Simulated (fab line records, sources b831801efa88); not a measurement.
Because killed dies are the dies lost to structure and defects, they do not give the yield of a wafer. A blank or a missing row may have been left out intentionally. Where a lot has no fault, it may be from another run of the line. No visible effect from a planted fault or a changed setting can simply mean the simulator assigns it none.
fab line records    flow sfq-line
[record] lots = 6  wafers = 18  last-day = 86
route steps=325 shown I3@144 M4@148
lots that met no fault: from a run of the same line without faults
start-h: hours from the record's first day to the start of the lot's first wafer shown    wait-h: hours from the lot's prior step to this one    " the same as in the row above    L1.1+2: one row covering several wafers at once    - no value present, or no start provided    * or withheld: withheld    < > ~ a bound
route shown NAME@n: a module of which the file shows steps, and the number in the route of the first    usual: mean/standard deviation of fault-free wafers    same: alike in all rows    chamber/n: place in a boat    sites: readings site by site    _std_site: the standard deviation of these    _edge_site: inner sites' mean taken away from outer sites' mean    radius-mm: for every site, how far away it sits from the centre of the wafer    mask NAME#n: copy n    behind: the tool/chamber that last shaped the wafer    hold: why the lot was held/for how many hours/how that ended    device: the n, p or np transistor that did not switch    end of line: the route-end tests of the same wafers    a step with no rows: only its recipe    killed: at the first sort, the dies lost to defects and structure; wafer yield is something else    map: the dies of a wafer, with x for killed, . for not killed, _ for no die there
set.NAME: the setting the step ran with; set.NAME@STEP: the setting that earlier step ran with    model.NAME: the simulator's own value behind a step, which no gauge read
a table for each step, a row for each wafer; lots at some steps of the route
services: the hour from which a tool's chamber was out of use, counted from the record's first day as start-h (under 0 if before that day), plus the number of hours and why
[[steps]]
[step SFQ_TRILAYER_I3_VIA_BARC_OPEN_VIA_ETCH_121]
[recipe] mask-material = PR  chemistry = O2  target-depth-nm = 125  target = BARC  source-w = 500  bias-w = 80  pressure-mtorr = 31.3  time-s = 41.7
[usual] drypump-motor-current-A = 5.9/0.47  oes-product-au = 0.686/0.0043
lot.wafer  tool         chamber  start-h  wait-h  drypump-motor-current-A  oes-product-au  rf-hours-counter-h
L181.1     rie-diel-01  0        811.40   0.0     6.8                      0.684           0
L181.2     "            3        "        "       5.8                      0.692           4
L181.5     "            0        "        "       6.8                      0.687           -
L187.2     rie-diel-01  2        885.11   0.0     5.5                      0.685           1
L187.3     "            0        "        "       6.7                      0.686           1
L187.5     "            0        "        "       6.7                      0.683           -
L188.2     rie-diel-01  2        921.46   0.0     5.5                      0.682           1
L188.5     "            2        "        "       5.5                      0.690           -
L188.6     "            3        "        "       5.8                      0.689           -
L195.1     rie-diel-04  2        1138.95  0.0     5.9                      0.678           11
L195.4     "            0        "        "       6.2                      0.688           4
L195.5     "            0        "        "       6.2                      0.689           -
L197.2     rie-diel-04  0        1142.55  0.0     6.2                      0.683           5
L197.5     "            0        "        "       6.2                      0.685           -
L197.6     "            3        "        "       5.9                      0.682           -
L201.2     rie-diel-01  0        1156.85  0.0     6.7                      0.678           5
L201.5     "            3        "        "       5.8                      0.688           -
L201.6     "            2        "        "       5.5                      0.688           -
[step SFQ_TRILAYER_I3_VIA_ETCH_VIA_ETCH_088]
[recipe] target = SiO2  stop-on = Nb  mask-material = PR  taper-deg = 20  chemistry = CHF3  target-depth-nm = 260  source-w = 500  bias-w = 80  pressure-mtorr = 30  time-s = withheld
[usual] drypump-motor-current-A = 5.9/0.47  oes-product-au = 0.853/0.0044
lot.wafer  tool         chamber  start-h  wait-h  drypump-motor-current-A  oes-product-au
L181.1     rie-diel-01  0        811.44   0.0     6.8                      0.845
L181.2     "            3        "        "       5.8                      0.855
L181.5     "            0        "        "       6.8                      0.847
L187.2     rie-diel-01  2        885.15   0.0     5.5                      0.860
L187.3     "            0        "        "       6.7                      0.855
L187.5     "            0        "        "       6.8                      0.849
L188.2     rie-diel-01  2        921.50   0.0     5.5                      0.858
L188.5     "            2        "        "       5.5                      0.859
L188.6     "            3        "        "       5.8                      0.852
L195.1     rie-diel-04  2        1138.99  0.0     5.9                      0.848
L195.4     "            0        "        "       6.2                      0.857
L195.5     "            0        "        "       6.2                      0.847
L197.2     rie-diel-04  0        1142.59  0.0     6.2                      0.859
L197.5     "            0        "        "       6.2                      0.857
L197.6     "            3        "        "       5.9                      0.848
L201.2     rie-diel-01  0        1156.89  0.0     6.7                      0.855
L201.5     "            3        "        "       5.8                      0.843
L201.6     "            2        "        "       5.5                      0.852
[step SFQ_TRILAYER_I3_VIA_STRIP_STRIP_089]
[recipe] gas = O2  power-w = 200  platen-temp-c = 40  overash-fraction = 0.65  chemistry = O2  pressure-mtorr = 50
[usual] drypump-motor-current-A = 6.0/0.54  oes-product-au = 0.999/0.0075
lot.wafer  tool          chamber  start-h  wait-h  drypump-motor-current-A  oes-product-au  rf-hours-counter-h
L181.1     rie-metal-03  0        811.55   -       6.7                      0.990           39
L181.2     "             1        "        "       6.1                      0.989           49
L181.5     "             1        "        "       6.1                      0.989           -
L187.2     rie-metal-02  0        885.26   -       6.1                      1.003           135
L187.3     "             0        "        "       6.1                      1.010           -
L187.5     "             1        "        "       5.2                      0.994           -
L188.2     rie-metal-03  0        921.62   -       6.6                      1.008           55
L188.5     "             0        "        "       6.6                      1.010           -
L188.6     "             1        "        "       6.1                      1.003           -
L195.1     rie-metal-04  1        1139.10  -       5.8                      0.997           16
L195.4     "             1        "        "       5.8                      0.994           -
L195.5     "             1        "        "       5.8                      1.002           -
L197.2     rie-metal-03  1        1142.70  -       6.1                      0.994           100
L197.5     "             1        "        "       6.1                      0.997           -
L197.6     "             0        "        "       6.6                      1.008           -
L201.2     rie-metal-03  1        1157.00  -       6.1                      0.983           102
L201.5     "             0        "        "       6.6                      0.997           -
L201.6     "             1        "        "       6.1                      0.995           -
[step SFQ_TRILAYER_I3_VIA_STRIP_SOLV_CLEAN_090]
[recipe] chemistry = NMP  temp-c = 70  time-s = 600
[step SFQ_TRILAYER_M4_DEP_PRE_CLEAN_092]
[recipe] gas = Ar  time-s = 22.5  bias-v = 250
[step SFQ_TRILAYER_M4_DEP_SPUTTER_091]
[recipe] material = Nb  base-pressure-pa = 1.33e-06  chamber-pressure-pa = 0.1333  substrate-temp-c = 20  resputter-cathode-voltage-v = 400  target-thk-nm = 200  power-w = 2000  time-s = 133.3
[usual] cathode-dc-power-W = 2000.0/0.35  chamber-pressure-pa = 0.13332/0.00025  throttle-valve-pct = 29.5/1.3
lot.wafer  tool            chamber  start-h  wait-h  cathode-dc-power-W  chamber-pressure-pa  throttle-valve-pct
L181.1     pvd-sputter-05  -        812.37   0.0     2000.3              0.13393              31.3
L181.2     "               -        "        "       1999.9              0.13303              30.3
L181.5     "               -        "        "       2000.5              0.1339               31.3
L187.2     pvd-sputter-06  -        886.06   0.0     1999.1              0.13311              29.0
L187.3     "               -        "        "       2000.3              0.13331              29.2
L187.5     "               -        "        "       2000.0              0.13348              29.5
L188.2     pvd-sputter-06  -        922.42   0.0     1999.8              0.13309              28.3
L188.5     "               -        "        "       2000.2              0.13349              29.4
L188.6     "               -        "        "       1999.8              0.13302              28.6
L195.1     pvd-sputter-03  -        1139.91  0.0     1999.4              0.13311              30.0
L195.4     "               -        "        "       1999.9              0.1335               31.3
L195.5     "               -        "        "       2000.0              0.1339               27.4
L197.2     pvd-sputter-03  -        1143.51  0.0     2000.9              0.13334              31.3
L197.5     "               -        "        "       2000.0              0.13323              27.7
L197.6     "               -        "        "       2000.3              0.13299              31.2
L201.2     pvd-sputter-03  -        1157.81  0.0     1999.8              0.13323              30.0
L201.5     "               -        "        "       2000.0              0.13305              31.2
L201.6     "               -        "        "       2000.0              0.13326              30.2
[step SFQ_M4_RS_MEAS_924]
[recipe] thk-meas-gauge = four-point-probe  reads = Nb_of_TRILAYER_M4_DEP_SPUTTER_091
[usual] M4_NB_RS = 0.892/0.0097
lot.wafer  tool           chamber  start-h  wait-h  M4_NB_RS[ohm/sq]
L181.1     film-metro-03  -        812.46   0.0     0.896
L181.2     "              -        "        "       0.889
L181.5     "              -        "        "       0.895
L187.2     film-metro-02  -        886.17   0.1     0.897
L187.3     "              -        "        "       0.902
L187.5     "              -        "        "       0.896
L188.2     film-metro-04  -        922.53   0.1     0.885
L188.5     "              -        "        "       0.896
L188.6     "              -        "        "       0.890
L195.1     film-metro-02  -        1140.00  0.0     0.910
L195.4     "              -        "        "       0.908
L195.5     "              -        "        "       0.909
L197.2     film-metro-02  -        1143.62  0.1     0.884
L197.5     "              -        "        "       0.902
L197.6     "              -        "        "       0.889
L201.2     film-metro-02  -        1157.92  0.1     0.892
L201.5     "              -        "        "       0.883
L201.6     "              -        "        "       0.890
[step SFQ_TRILAYER_M4_LITHO_COAT_098]
[recipe] resist = BARC  spin-rpm = 3000  resist-thk-nm = 62
[step SFQ_TRILAYER_M4_LITHO_COAT_093]
[recipe] resist = KrF  spin-rpm = 3000  resist-thk-nm = 600
[step SFQ_TRILAYER_M4_LITHO_SOFTBAKE_097]
[recipe] temp-c = withheld  time-s = withheld  resist = KrF
[step SFQ_TRILAYER_M4_LITHO_EXPOSE_094]
[recipe] mask-id = M4  na = 0.6  source-shape = conventional  sigma-outer = 0.65  target-cd-nm = 500  dose-mj = 14.4
[step SFQ_TRILAYER_M4_LITHO_PEB_096]
[recipe] peb-temp-c = 115  peb-time-s = 60  resist = KrF
[usual] heater-power-total-W = 79.15/0.065  plate-temp-C = 115.01/0.16
lot.wafer  tool            chamber  start-h  wait-h  heater-power-total-W  plate-temp-C
L181.1     litho-track-01  0        939.67   1.0     79.22                 115.29
L181.2     "               0        "        "       79.15                 114.95
L181.5     "               0        "        "       79.13                 115.15
L187.2     litho-track-03  0        1034.24  0.8     77.75                 113.53
L187.3     "               0        "        "       77.88                 113.58
L187.5     "               0        "        "       77.82                 113.38
L188.2     litho-track-03  0        1060.64  0.8     77.66                 113.39
L188.5     "               0        "        "       77.80                 113.48
L188.6     "               0        "        "       77.65                 113.27
L195.1     litho-track-03  0        1157.71  1.0     79.21                 115.07
L195.4     "               0        "        "       79.20                 115.14
L195.5     "               0        "        "       79.09                 115.14
L197.2     litho-track-03  0        1163.74  0.8     79.17                 115.08
L197.5     "               0        "        "       79.03                 114.86
L197.6     "               0        "        "       79.19                 114.91
L201.2     litho-track-03  0        1179.34  0.8     79.19                 115.25
L201.5     "               0        "        "       79.24                 115.15
L201.6     "               0        "        "       79.27                 115.23
[step SFQ_TRILAYER_M4_LITHO_DEVELOP_095]
[recipe] time-s = 60  resist = KrF
[step SFQ_M4_OVL_MEAS_926]
[usual] M4_OVL = -2/6.1
lot.wafer  tool        chamber  start-h  wait-h  M4_OVL[nm]
L181.1     overlay-02  -        939.97   0.1     8
L181.2     "           -        "        "       7
L181.5     "           -        "        "       6
L187.2     overlay-02  -        1034.52  0.1     -5
L187.3     "           -        "        "       -12
L187.5     "           -        "        "       -8
L188.2     overlay-02  -        1060.92  0.1     2
L188.5     "           -        "        "       -4
L188.6     "           -        "        "       0
L195.1     overlay-02  -        1158.01  0.1     0
L195.4     "           -        "        "       -6
L195.5     "           -        "        "       -8
L197.2     overlay-02  -        1164.02  0.1     -2
L197.5     "           -        "        "       0
L197.6     "           -        "        "       -4
L201.2     overlay-02  -        1179.62  0.1     0
L201.5     "           -        "        "       3
L201.6     "           -        "        "       7
[step SFQ_TRILAYER_M4_BARC_OPEN_METAL_ETCH_123]
[recipe] mask-material = PR  chemistry = O2  target-depth-nm = 125  target = BARC  icp-w = 600  bias-w = 80  pressure-mtorr = 10  time-s = 41.7
[usual] drypump-motor-current-A = 6.0/0.51  oes-product-au = 0.685/0.0045
lot.wafer  tool          chamber  start-h  wait-h  drypump-motor-current-A  oes-product-au  rf-hours-counter-h  model.M4.cd-nm
L181.1     rie-metal-01  1        940.00   0.0     6.2                      0.692           117                 500.5
L181.2     "             0        "        "       5.3                      0.686           15                  500.8
L181.5     "             1        "        "       6.2                      0.682           -                   500.9
L187.2     rie-metal-01  0        1034.57  0.0     5.3                      0.686           -                   528
L187.3     "             0        "        "       5.3                      0.689           -                   528.9
L187.5     "             0        "        "       5.3                      0.685           -                   529.5
L188.2     rie-metal-03  0        1060.95  0.0     6.6                      0.684           81                  528.3
L188.5     "             0        "        "       6.6                      0.677           -                   528
L188.6     "             1        "        "       6.1                      0.687           -                   529.3
L195.1     rie-metal-02  0        1158.05  0.0     6.2                      0.683           35                  500.3
L195.4     "             1        "        "       5.2                      0.680           -                   500
L195.5     "             0        "        "       6.1                      0.689           -                   499.4
L197.2     rie-metal-01  1        1164.07  0.0     6.2                      0.697           -                   500
L197.5     "             1        "        "       6.2                      0.687           -                   499.7
L197.6     "             1        "        "       6.2                      0.675           -                   500.2
L201.2     rie-metal-03  0        1179.65  0.0     6.6                      0.682           97                  499.4
L201.5     "             0        "        "       6.7                      0.684           -                   501.5
L201.6     "             1        "        "       6.1                      0.690           -                   500.4
[step SFQ_TRILAYER_M4_ETCH_METAL_ETCH_096]
[recipe] target = Nb  stop-on = SiO2  mask-material = PR  chemistry = Cl2/Ar  target-depth-nm = 240  icp-w = 600  bias-w = 77.47  pressure-mtorr = 10  time-s = 120
[usual] drypump-motor-current-A = 6.0/0.51  oes-product-au = 0.894/0.0074
lot.wafer  tool          chamber  start-h  wait-h  drypump-motor-current-A  oes-product-au  rf-hours-counter-h  model.M4.cd-nm
L181.1     rie-metal-01  1        940.06   0.0     6.2                      0.888           117                 502.5
L181.2     "             0        "        "       5.3                      0.887           15                  499.9
L181.5     "             1        "        "       6.2                      0.891           -                   500.5
L187.2     rie-metal-01  0        1034.71  0.1     5.3                      0.895           -                   527
L187.3     "             0        "        "       5.4                      0.890           -                   528.4
L187.5     "             0        "        "       5.3                      0.903           -                   528.5
L188.2     rie-metal-03  0        1061.01  0.0     6.6                      0.903           81                  527.4
L188.5     "             0        "        "       6.6                      0.887           -                   527.8
L188.6     "             1        "        "       6.1                      0.893           -                   528.4
L195.1     rie-metal-02  0        1158.13  0.1     6.1                      0.879           35                  500.2
L195.4     "             1        "        "       5.2                      0.877           -                   499.3
L195.5     "             0        "        "       6.1                      0.884           -                   499.1
L197.2     rie-metal-01  1        1164.21  0.1     6.2                      0.897           -                   501.1
L197.5     "             1        "        "       6.2                      0.878           -                   500.8
L197.6     "             1        "        "       6.3                      0.902           -                   501.5
L201.2     rie-metal-03  0        1179.71  0.0     6.7                      0.884           97                  498.3
L201.5     "             0        "        "       6.6                      0.899           -                   500.4
L201.6     "             1        "        "       6.1                      0.902           -                   497.6
[step SFQ_TRILAYER_M4_STRIP_STRIP_097]
[recipe] gas = O2  power-w = 200  platen-temp-c = 40  overash-fraction = 0.65  chemistry = O2  pressure-mtorr = 50
[usual] drypump-motor-current-A = 6.0/0.51  oes-product-au = 1.000/0.0076
lot.wafer  tool          chamber  start-h  wait-h  drypump-motor-current-A  oes-product-au  rf-hours-counter-h
L181.1     rie-metal-01  1        940.19   0.1     6.2                      1.000           117
L181.2     "             0        "        "       5.3                      0.996           15
L181.5     "             1        "        "       6.2                      1.004           -
L187.2     rie-metal-01  0        1035.12  0.4     5.3                      1.018           -
L187.3     "             0        "        "       5.3                      1.014           -
L187.5     "             0        "        "       5.3                      1.004           -
L188.2     rie-metal-03  0        1061.13  0.1     6.6                      0.994           81
L188.5     "             0        "        "       6.6                      0.996           -
L188.6     "             1        "        "       6.1                      0.979           -
L195.1     rie-metal-02  0        1158.30  0.1     6.1                      1.003           35
L195.4     "             1        "        "       5.2                      0.994           -
L195.5     "             0        "        "       6.1                      0.999           -
L197.2     rie-metal-01  1        1164.62  0.4     6.2                      1.008           -
L197.5     "             1        "        "       6.2                      1.002           -
L197.6     "             1        "        "       6.2                      1.010           -
L201.2     rie-metal-03  0        1179.83  0.1     6.6                      0.989           98
L201.5     "             0        "        "       6.7                      0.996           -
L201.6     "             1        "        "       6.1                      0.991           -
[[services]]
tool            chamber  start-h  hours  kind
rie-diel-01     -        787.69   14.6   pm
pvd-sputter-03  -        815.04   1.8    repair
rie-diel-04     0        841.40   6.8    repair
rie-diel-04     0        856.11   8.9    repair
rie-metal-03    0        863.06   8.7    repair
rie-metal-03    1        864.56   7.5    repair
rie-metal-02    0        886.28   3.5    repair
rie-metal-03    1        893.49   1.3    repair
rie-diel-01     1        897.97   7.8    repair
rie-metal-02    -        898.73   28.1   pm
rie-diel-04     0        924.61   8.1    repair
rie-metal-02    1        928.93   20.3   repair
rie-diel-01     2        941.91   12.6   repair
rie-metal-03    -        981.79   0.2    repair
rie-diel-04     1        1000.90  16.4   repair
rie-metal-01    1        1004.32  48.7   repair
pvd-sputter-03  -        1040.86  0.9    repair
rie-metal-03    -        1085.31  15.8   repair
rie-metal-02    -        1091.76  2.8    pm
pvd-sputter-03  -        1092.09  2.5    repair
rie-metal-01    -        1115.28  28.1   pm
rie-metal-03    -        1138.70  2.8    pm
rie-diel-04     1        1145.31  6.7    repair
rie-metal-01    0        1158.35  12.4   repair
[[key]]
[first-sign] step = SFQ_TRILAYER_M4_LITHO_PEB_096  reading = heater-power-total-W  direction = down  sigmas = 21  usual = 79.15  struck = 77.76
[effect] step = SFQ_TRILAYER_M4_LITHO_PEB_096  reading = plate-temp-C  direction = down  sigmas = 9.7  usual = *  struck = *
[model-effect] step = SFQ_TRILAYER_M4_BARC_OPEN_METAL_ETCH_123  value = M4.cd-nm  without = 499.5  struck = 528.7
[model-effect] step = SFQ_TRILAYER_M4_ETCH_METAL_ETCH_096  value = M4.cd-nm  without = 498.7  struck = 527.9
met-at SFQ_TRILAYER_M4_LITHO_PEB_096
struck-wafers L187.2,L187.3,L187.5,L188.2,L188.5,L188.6
[fault] kind = process-parameter-drift  tool = litho-track-03  chamber = -  onset-h = 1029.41  steps = SFQ_TRILAYER_M4_LITHO_PEB_096  channel = peb-temp-c  offset = *  shape = step  end-h = 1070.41  acts-in = *  stated = *
